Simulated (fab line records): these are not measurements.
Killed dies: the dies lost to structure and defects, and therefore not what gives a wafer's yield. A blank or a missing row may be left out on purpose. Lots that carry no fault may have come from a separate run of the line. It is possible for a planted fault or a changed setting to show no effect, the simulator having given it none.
One fault seen from 2 desks    flow gf180mcu    each desk has only its own numbers; what lay behind them comes last

## AT THE TOOL OWNER'S DESK: implanter-01
GF_HV_LDD_IMPLANT_34, tool's own readings: per-lot mean of the sampled wafers with a number, covering each lot this tool ran. If a lot's mean is further than 4 standard deviations from the usual mean, the lot is out of limits and carries the mark OUT (the distance appears in the brackets).
Columns: A = beam_energy_keV at GF_HV_LDD_IMPLANT_34, usual 59.999; B = beam_on_s at GF_HV_LDD_IMPLANT_34, usual 9.98 s; C = end_station_pressure_torr at GF_HV_LDD_IMPLANT_34, usual 5.03e-06 Torr; D = faraday_current_uA at GF_HV_LDD_IMPLANT_34, usual 42.4
lot   first seen here  A       B      C                           D
L295  day 14 17:19     60.021  10.53  4.14e-05 (+99 or more) OUT  39.9
L297  day 15 13:31     59.986  10.61  4.44e-05 (+99 or more) OUT  39.7
L307  day 19 06:46     59.986  10.25  5.00e-06                    41.3
This desk's verdict: out of limits on L295, L297, starting with L295 at day 14 17:19 (end_station_pressure_torr at GF_HV_LDD_IMPLANT_34). L307 stayed within limits.

## METROLOGY DESK
Lot by lot, what the gauges showed, no matter which tool ran the lot: averages of those sampled wafers that carry a number. If a lot's mean is further than 4 standard deviations from the usual mean, the lot is out of limits and carries the mark OUT (the distance appears in the brackets).
Columns: A = HV_LDD_2_TW at GF_HV_LDD_TW_MEAS_23, usual 1055; B = cd_nm at GF_HV_LDD_CD_MEAS_31, usual 400.0 nm; C = HV_LDD_02_OVL at GF_HV_LDD_OVL_MEAS_32, usual 0.3 nm
lot   first seen here  A     B      C
L287  day 11 07:19     1067  398.3  -1.0
L295  day 13 21:01     1070  400.5  3.8
L297  day 14 16:35     1040  396.6  0.9
L299  day 15 01:01     1045  401.6  0.2
L302  day 16 01:20     1045  398.5  0.5
L307  day 18 06:56     1065  402.7  -0.3
This desk's finding: nothing out of limits on any of the 6 lots.

## PUT TOGETHER
On L295, L297, at day 14 17:19, an alarm was possible from the tool owner's desk.
From the metrology desk's view, nothing was out of limits.
The metrology desk holds a record of L295, L297, inside its limits.
Of the lots named, all ran GF_HV_LDD_IMPLANT_34 on implanter-01.

## WHAT WAS PUT IN BY THE SIMULATOR
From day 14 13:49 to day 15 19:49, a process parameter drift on implanter-01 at GF_HV_LDD_IMPLANT_34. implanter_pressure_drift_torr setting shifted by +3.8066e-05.
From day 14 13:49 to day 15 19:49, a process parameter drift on implanter-01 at GF_HV_LDD_IMPLANT_34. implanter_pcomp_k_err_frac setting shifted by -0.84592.
Lots struck among those shown: L295, L297.
Time in hours from fault onset to the first out-of-limits reading at each desk: the tool owner's desk, 4.
